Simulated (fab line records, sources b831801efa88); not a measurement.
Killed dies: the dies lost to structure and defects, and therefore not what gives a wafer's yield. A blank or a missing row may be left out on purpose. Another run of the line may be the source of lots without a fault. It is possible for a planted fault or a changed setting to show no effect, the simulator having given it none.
Chamber matching / flow sky130 / 4 sister chambers for SKY_CONTACT_CMP_04 on cmp-01
The step polishes SiO2. 22 wafers are shown with their chamber, then 11 later ones without.

## EACH WAFER AND ITS CHAMBER
wafer=L283.1; chamber=0; motor-current-A (A)=12.1; time-to-endpoint-s (s)=81
wafer=L283.2; chamber=1; motor-current-A (A)=12.3; time-to-endpoint-s (s)=81
wafer=L283.6; chamber=3; motor-current-A (A)=12.6; time-to-endpoint-s (s)=87
wafer=L285.1; chamber=1; motor-current-A (A)=12.2; time-to-endpoint-s (s)=83
wafer=L285.5; chamber=2; motor-current-A (A)=13.1; time-to-endpoint-s (s)=82
wafer=L285.6; chamber=1; motor-current-A (A)=13.3; time-to-endpoint-s (s)=82
wafer=L286.2; chamber=3; motor-current-A (A)=12.7; time-to-endpoint-s (s)=83
wafer=L286.5; chamber=1; motor-current-A (A)=12.8; time-to-endpoint-s (s)=82
wafer=L286.6; chamber=0; motor-current-A (A)=12.7; time-to-endpoint-s (s)=81
wafer=L287.3; chamber=0; motor-current-A (A)=12.7; time-to-endpoint-s (s)=89
wafer=L287.4; chamber=1; motor-current-A (A)=12.5; time-to-endpoint-s (s)=89
wafer=L287.6; chamber=1; motor-current-A (A)=13.1; time-to-endpoint-s (s)=89
wafer=L299.2; chamber=0; motor-current-A (A)=12.2; time-to-endpoint-s (s)=77
wafer=L299.5; chamber=3; motor-current-A (A)=13.1; time-to-endpoint-s (s)=82
wafer=L299.6; chamber=0; motor-current-A (A)=12.4; time-to-endpoint-s (s)=80
wafer=L300.2; chamber=1; motor-current-A (A)=12.3; time-to-endpoint-s (s)=80
wafer=L300.3; chamber=3; motor-current-A (A)=12.4; time-to-endpoint-s (s)=79
wafer=L300.4; chamber=2; motor-current-A (A)=13.4; time-to-endpoint-s (s)=79
wafer=L303.2; chamber=1; motor-current-A (A)=12.5; time-to-endpoint-s (s)=82
wafer=L303.4; chamber=0; motor-current-A (A)=11.3; time-to-endpoint-s (s)=85
wafer=L303.6; chamber=1; motor-current-A (A)=12.2; time-to-endpoint-s (s)=89
wafer=L302.4; chamber=2; motor-current-A (A)=13.0; time-to-endpoint-s (s)=79

SIGNATURES (means of the wafers above)
reading=motor-current-A; chamber 0=12.233; chamber 1=12.578; chamber 2=13.167; chamber 3=12.700; scatter within a chamber=0.408
reading=time-to-endpoint-s; chamber 0=82.17; chamber 1=84.11; chamber 2=80.00; chamber 3=82.75; scatter within a chamber=3.66
Rule: a wafer lies at a distance from a chamber equal to the root of the sum of squares, over the readings, of (its reading less the chamber's mean, divided by the reading's scatter). The wafer belongs to the nearest chamber; if the next one is less than 2 further off, it can't be placed. The scatter: take each reading less its chamber's mean, square it, sum over the shown wafers, divide by the number of wafers less the number of chambers, and take the root.

## WAFERS WHOSE CHAMBER IS MISSING
wafer=L302.5; motor-current-A (A)=13.0; time-to-endpoint-s (s)=88
wafer=L302.6; motor-current-A (A)=12.7; time-to-endpoint-s (s)=85
wafer=L304.3; motor-current-A (A)=12.7; time-to-endpoint-s (s)=87
wafer=L304.4; motor-current-A (A)=12.3; time-to-endpoint-s (s)=90
wafer=L304.5; motor-current-A (A)=12.8; time-to-endpoint-s (s)=84
wafer=L305.4; motor-current-A (A)=12.4; time-to-endpoint-s (s)=86
wafer=L305.5; motor-current-A (A)=13.2; time-to-endpoint-s (s)=84
wafer=L305.6; motor-current-A (A)=13.1; time-to-endpoint-s (s)=84
wafer=L306.3; motor-current-A (A)=10.6; time-to-endpoint-s (s)=85
wafer=L306.4; motor-current-A (A)=11.8; time-to-endpoint-s (s)=81
wafer=L306.5; motor-current-A (A)=13.9; time-to-endpoint-s (s)=89

## THE CHAMBER EACH PASSED THROUGH
wafer=L302.5; from the rows above=can't be placed: 1 or 3 or 2 or 0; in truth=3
wafer=L302.6; from the rows above=can't be placed: 1 or 3 or 0 or 2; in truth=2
wafer=L304.3; from the rows above=can't be placed: 1 or 3 or 0 or 2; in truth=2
wafer=L304.4; from the rows above=can't be placed: 1 or 0 or 3 or 2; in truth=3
wafer=L304.5; from the rows above=can't be placed: 3 or 1 or 2 or 0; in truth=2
wafer=L305.4; from the rows above=can't be placed: 1 or 0 or 3 or 2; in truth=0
wafer=L305.5; from the rows above=can't be placed: 2 or 3 or 1 or 0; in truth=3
wafer=L305.6; from the rows above=can't be placed: 3 or 2 or 1 or 0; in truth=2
wafer=L306.3; from the rows above=can't be placed: 0 or 1 or 3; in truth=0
wafer=L306.4; from the rows above=can't be placed: 0 or 1 or 3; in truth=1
wafer=L306.5; from the rows above=can't be placed: 2 or 3 or 1 or 0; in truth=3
Correct placement for 0 of the 11. These rows do not allow placing 11 (true chamber among the candidates in 11). Wrongly placed: 0.
